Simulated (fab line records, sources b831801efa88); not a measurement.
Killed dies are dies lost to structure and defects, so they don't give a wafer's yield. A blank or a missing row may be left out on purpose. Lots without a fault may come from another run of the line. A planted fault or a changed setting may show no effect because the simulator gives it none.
fab line records | flow sky130
record lots=13 wafers=39 last_day=51
route steps=708 shown VT_ADJUST_PCH@151 GATE_OXIDE@197 POLY_CUT@316 RES_XHIGH@360
lots that met no fault: from a run of the same line without faults
start_h: hours from the record's first day to the start of the lot's first wafer shown | wait_h: hours since the lot's step before | " the same as in the row above | L1.1+2: a row that stands for several wafers | - no value, or no start given | * or withheld: withheld | < > ~ a bound
route shown NAME@n: a module of which the file shows steps, and the number in the route of the first | usual: mean/standard deviation of fault-free wafers | same: alike in all rows | chamber/n: place in a boat | sites: the reading at each site | _std_site: their standard deviation | _edge_site: outer sites' mean less inner sites' | radius_mm: how far each site lies from the wafer's centre | mask NAME#n: copy n | behind: the tool/chamber that last shaped the wafer | hold: why the lot was held/for how many hours/how that ended | device: the transistor (n, p or np) that didn't switch | end of line: the same wafers' tests at the end of the route | a step without rows: its recipe alone | killed: dies lost to structure and defects at the first sort, not the wafer's yield | map: a wafer's dies, x killed, . not, _ none there
set.NAME: the setting as run; set.NAME@STEP: as run at that earlier step | model.NAME: the simulator's own value behind a step, which no gauge read
steps of the route over a sample of lots; a table a step, a row a wafer
services: from which hour (start_h, from the record's first day; less than 0 if before it) a tool's chamber was out of use, for how many hours, and why
## steps
# step SKY_VT_ADJUST_PCH_IMPLANT_08
# recipe species=B energy_kev=10 dose_cm2=5e+11 tilt_deg=withheld
# usual beam_on_s=10.01/0.21 end_station_pressure_torr=5e-06/2.8e-07 faraday_current_uA=2.82/0.058
# columns lot.wafer tool chamber start_h wait_h beam_on_s end_station_pressure_torr faraday_current_uA
L971.1 implanter-03 0 241.12 0.0 9.94 5.22e-06 2.84
L971.4 " 0 " " 9.85 5.2e-06 2.85
L971.5 " 0 " " 10.30 5.1e-06 2.73
L973.3 implanter-01 0 259.96 0.1 9.92 5.1e-06 2.85
L973.4 " 0 " " 10.11 4.97e-06 2.79
L973.5 " 0 " " 9.97 5.18e-06 2.84
L976.2 implanter-03 0 275.88 0.0 9.74 4.85e-06 2.90
L976.3 " 0 " " 9.89 5.21e-06 2.85
L976.6 " 0 " " 10.22 5.06e-06 2.75
L977.3 implanter-03 0 286.56 0.1 9.72 5.11e-06 2.91
L977.4 " 0 " " 9.56 5.21e-06 2.93
L977.5 " 0 " " 10.31 4.82e-06 2.73
L978.2 implanter-01 0 286.59 0.0 10.08 4.97e-06 2.80
L978.3 " 0 " " 10.11 4.7e-06 2.81
L978.6 " 0 " " 10.02 5.1e-06 2.81
L979.2 implanter-03 0 300.68 0.0 10.16 5e-06 2.78
L979.3 " 0 " " 9.83 5.27e-06 2.86
L979.4 " 0 " " 10.00 4.69e-06 2.82
L981.1 implanter-01 0 310.12 0.0 10.19 5.02e-06 2.77
L981.2 " 0 " " 10.41 5.28e-06 2.71
L981.5 " 0 " " 10.06 4.92e-06 2.80
L984.3 implanter-03 0 348.82 0.1 11.97 0.00011574 2.38
L984.4 " 0 " " 12.02 0.00010402 2.37
L984.6 " 0 " " 12.16 9.825e-05 2.35
L986.2 implanter-03 0 367.45 0.0 12.09 0.00010639 2.36
L986.4 " 0 " " 12.20 0.00010501 2.34
L986.5 " 0 " " 11.80 9.664e-05 2.41
L990.2 implanter-02 0 397.70 0.0 9.70 5.08e-06 2.90
L990.4 " 0 " " 9.91 5.01e-06 2.84
L990.6 " 0 " " 10.21 4.73e-06 2.76
L991.4 implanter-01 0 401.30 0.1 10.26 4.75e-06 2.75
L991.5 " 0 " " 10.14 4.53e-06 2.77
L991.6 " 0 " " 9.93 5.4e-06 2.84
L992.1 implanter-01 0 406.76 0.0 9.80 4.18e-06 2.87
L992.2 " 0 " " 9.87 5.05e-06 2.85
L992.5 " 0 " " 9.89 4.49e-06 2.85
L993.2 implanter-02 0 413.23 0.0 9.88 5.27e-06 2.85
L993.4 " 0 " " 10.42 4.59e-06 2.71
L993.5 " 0 " " 10.18 4.99e-06 2.77
# step SKY_VT_ADJUST_PCH_TW_MEAS_10
# usual VT_ADJUST_PCH_TW=142.3/0.87
# columns lot.wafer tool chamber start_h wait_h VT_ADJUST_PCH_TW
L971.1 film_metro-02 - 241.37 0.1 142.4
L971.4 " - " " 141.7
L971.5 " - " " 141.8
L973.3 film_metro-04 - 260.18 0.1 143.7
L973.4 " - " " 143.6
L973.5 " - " " 143.0
L976.2 film_metro-04 - 276.12 0.1 142.1
L976.3 " - " " 142.2
L976.6 " - " " 141.8
L977.3 film_metro-04 - 286.78 0.1 142.4
L977.4 " - " " 141.6
L977.5 " - " " 142.2
L978.2 film_metro-01 - 286.82 0.1 143.2
L978.3 " - " " 141.6
L978.6 " - " " 142.0
L979.2 film_metro-02 - 300.92 0.1 141.3
L979.3 " - " " 142.3
L979.4 " - " " 141.7
L981.1 film_metro-02 - 310.37 0.1 143.2
L981.2 " - " " 141.6
L981.5 " - " " 141.4
L984.3 film_metro-01 - 349.04 0.1 149.1
L984.4 " - " " 149.2
L984.6 " - " " 149.3
L986.2 film_metro-04 - 367.68 0.1 150.5
L986.4 " - " " 151.7
L986.5 " - " " 151.0
L990.2 film_metro-04 - 397.93 0.1 143.1
L990.4 " - " " 142.6
L990.6 " - " " 142.7
L991.4 film_metro-01 - 401.50 0.1 142.5
L991.5 " - " " 142.2
L991.6 " - " " 141.6
L992.1 film_metro-01 - 407.01 0.1 142.3
L992.2 " - " " 142.1
L992.5 " - " " 141.9
L993.2 film_metro-01 - 413.47 0.1 141.9
L993.4 " - " " 141.1
L993.5 " - " " 141.8
# step SKY_GATE_OXIDE_OVL_MEAS_10
# usual GATE_OXIDE_OVL=0.7/1.3
# columns lot.wafer tool chamber start_h wait_h GATE_OXIDE_OVL[nm]
L971.1 overlay-01 - 325.62 0.1 -2.2
L971.4 " - " " -2.4
L971.5 " - " " -1.3
L973.3 overlay-01 - 345.34 0.1 0.8
L973.4 " - " " 3.5
L973.5 " - " " 2.7
L976.2 overlay-02 - 365.03 0.1 0.0
L976.3 " - " " 3.6
L976.6 " - " " 2.3
L977.3 overlay-02 - 374.48 0.1 -0.6
L977.4 " - " " 1.6
L977.5 " - " " 0.1
L978.2 overlay-01 - 378.66 0.1 -0.4
L978.3 " - " " 0.4
L978.6 " - " " 1.3
L979.2 overlay-01 - 390.26 0.1 -1.8
L979.3 " - " " -3.4
L979.4 " - " " -0.9
L981.1 overlay-02 - 402.30 0.1 -0.2
L981.2 " - " " -0.3
L981.5 " - " " -0.4
L984.3 overlay-01 - 446.24 0.1 -0.1
L984.4 " - " " 0.0
L984.6 " - " " -0.6
L986.2 overlay-01 - 467.71 0.1 0.7
L986.4 " - " " -0.4
L986.5 " - " " 0.5
L990.2 overlay-02 - 499.98 0.1 1.5
L990.4 " - " " 0.2
L990.6 " - " " 1.8
L991.4 overlay-01 - 507.29 0.1 2.2
L991.5 " - " " 2.8
L991.6 " - " " 2.2
L992.1 overlay-02 - 507.70 0.1 0.7
L992.2 " - " " 0.6
L992.5 " - " " 0.9
L993.2 overlay-02 - 516.43 0.1 0.4
L993.4 " - " " 1.5
L993.5 " - " " -0.2
# step SKY_POLY_CUT_OVL_MEAS_09
# usual POLY_CUT_OVL=-1/5.2
# columns lot.wafer tool chamber start_h wait_h POLY_CUT_OVL[nm]
L971.1 overlay-02 - 577.54 0.1 4
L971.4 " - " " 1
L971.5 " - " " -2
L973.3 overlay-02 - 601.80 0.1 -2
L973.4 " - " " 1
L973.5 " - " " 3
L976.2 overlay-01 - 620.68 0.1 5
L976.3 " - " " 8
L976.6 " - " " 17
L977.3 overlay-02 - 633.16 0.1 -8
L977.4 " - " " -5
L977.5 " - " " -1
L978.2 overlay-02 - 634.10 0.1 4
L978.3 " - " " -1
L978.6 " - " " 6
L979.2 overlay-02 - 649.80 0.1 -3
L979.3 " - " " -4
L979.4 " - " " -6
L981.1 overlay-01 - 658.67 0.1 -2
L981.2 " - " " -6
L981.5 " - " " -1
L984.3 overlay-01 - 699.61 0.1 12
L984.4 " - " " 1
L984.6 " - " " 5
L986.2 overlay-02 - 717.75 0.1 -2
L986.4 " - " " 3
L986.5 " - " " -1
L990.2 overlay-01 - 748.98 0.1 0
L990.4 " - " " -4
L990.6 " - " " -2
L992.1 overlay-01 - 754.12 0.1 -5
L992.2 " - " " -3
L992.5 " - " " -10
L991.4 overlay-01 - 756.39 0.1 -3
L991.5 " - " " -3
L991.6 " - " " 2
L993.2 overlay-02 - 760.12 0.1 0
L993.4 " - " " -6
L993.5 " - " " -2
# step SKY_SD_N_RS_MEAS_18
# recipe thk_meas_gauge=four-point-probe
# usual RES_XHIGH_RS=332.8/1.1
# columns lot.wafer tool chamber start_h wait_h RES_XHIGH_RS[ohm/sq]
L971.1 film_metro-02 - 667.26 0.1 332.8
L971.4 " - " " 335.1
L971.5 " - " " 333.9
L973.3 film_metro-02 - 689.87 0.1 331.4
L973.4 " - " " 331.6
L973.5 " - " " 332.2
L976.2 film_metro-04 - 709.52 0.1 332.2
L976.3 " - " " 331.9
L976.6 " - " " 330.9
L977.3 film_metro-01 - 720.44 0.1 332.7
L977.4 " - " " 332.7
L977.5 " - " " 333.3
L978.2 film_metro-02 - 722.00 0.1 332.6
L978.3 " - " " 332.4
L978.6 " - " " 332.5
L979.2 film_metro-02 - 737.16 0.1 332.7
L979.3 " - " " 332.4
L979.4 " - " " 331.0
L981.1 film_metro-01 - 744.36 0.1 335.2
L981.2 " - " " 334.6
L981.5 " - " " 334.9
L984.3 film_metro-02 - 783.90 0.1 333.6
L984.4 " - " " 333.2
L984.6 " - " " 331.7
L986.2 film_metro-01 - 800.65 0.1 333.2
L986.4 " - " " 331.9
L986.5 " - " " 331.8
L990.2 film_metro-01 - 830.88 0.1 332.4
L990.4 " - " " 333.3
L990.6 " - " " 332.5
L992.1 film_metro-04 - 833.79 0.1 332.2
L992.2 " - " " 332.4
L992.5 " - " " 332.5
L991.4 film_metro-02 - 838.48 0.1 334.8
L991.5 " - " " 333.3
L991.6 " - " " 334.1
L993.2 film_metro-04 - 841.84 0.1 334.3
L993.4 " - " " 333.4
L993.5 " - " " 333.2
## services
# columns tool chamber start_h hours kind
implanter-02 - 224.42 10.7 pm
implanter-02 - 235.16 17.5 pm
implanter-02 - 239.64 1.3 repair
implanter-03 - 257.49 1.1 repair
implanter-03 - 260.82 3.6 repair
implanter-02 - 298.67 59.3 pm
implanter-03 - 330.43 5.0 pm
implanter-03 - 349.19 4.9 pm
implanter-02 - 358.74 3.6 pm
implanter-01 - 365.25 1.5 repair
## key
first_sign step=SKY_VT_ADJUST_PCH_IMPLANT_08 reading=end_station_pressure_torr direction=up sigmas=99+ usual=5e-06 struck=0.00010434
effect step=SKY_VT_ADJUST_PCH_IMPLANT_08 reading=beam_on_s direction=up sigmas=9.9 usual=10.01 struck=12.04
effect step=SKY_VT_ADJUST_PCH_TW_MEAS_10 reading=VT_ADJUST_PCH_TW direction=up sigmas=9.1 usual=142.3 struck=150.1
met_at SKY_VT_ADJUST_PCH_IMPLANT_08
struck_lots L984,L986
tester_left_out L984,L986
not_acting_at SKY_GATE_OXIDE_OVL_MEAS_10,SKY_POLY_CUT_OVL_MEAS_09,SKY_SD_N_RS_MEAS_18
onset_between 300.68 348.82
fault kind=process_parameter_drift tool=implanter-03 chamber=- onset_h=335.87 steps=SKY_VT_ADJUST_PCH_IMPLANT_08 channel=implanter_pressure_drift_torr offset=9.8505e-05 shape=step end_h=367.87
fault kind=process_parameter_drift tool=implanter-03 chamber=- onset_h=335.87 steps=SKY_VT_ADJUST_PCH_IMPLANT_08 channel=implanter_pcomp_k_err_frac offset=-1 shape=step end_h=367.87
# tester_left_out: of these lots the tester's yield and bins aren't shown, on N5 and GAA mostly nor the transistor test; their killed dies are dies lost to structure and defects alone, not to doping, threshold or leakage, so they don't give the yield
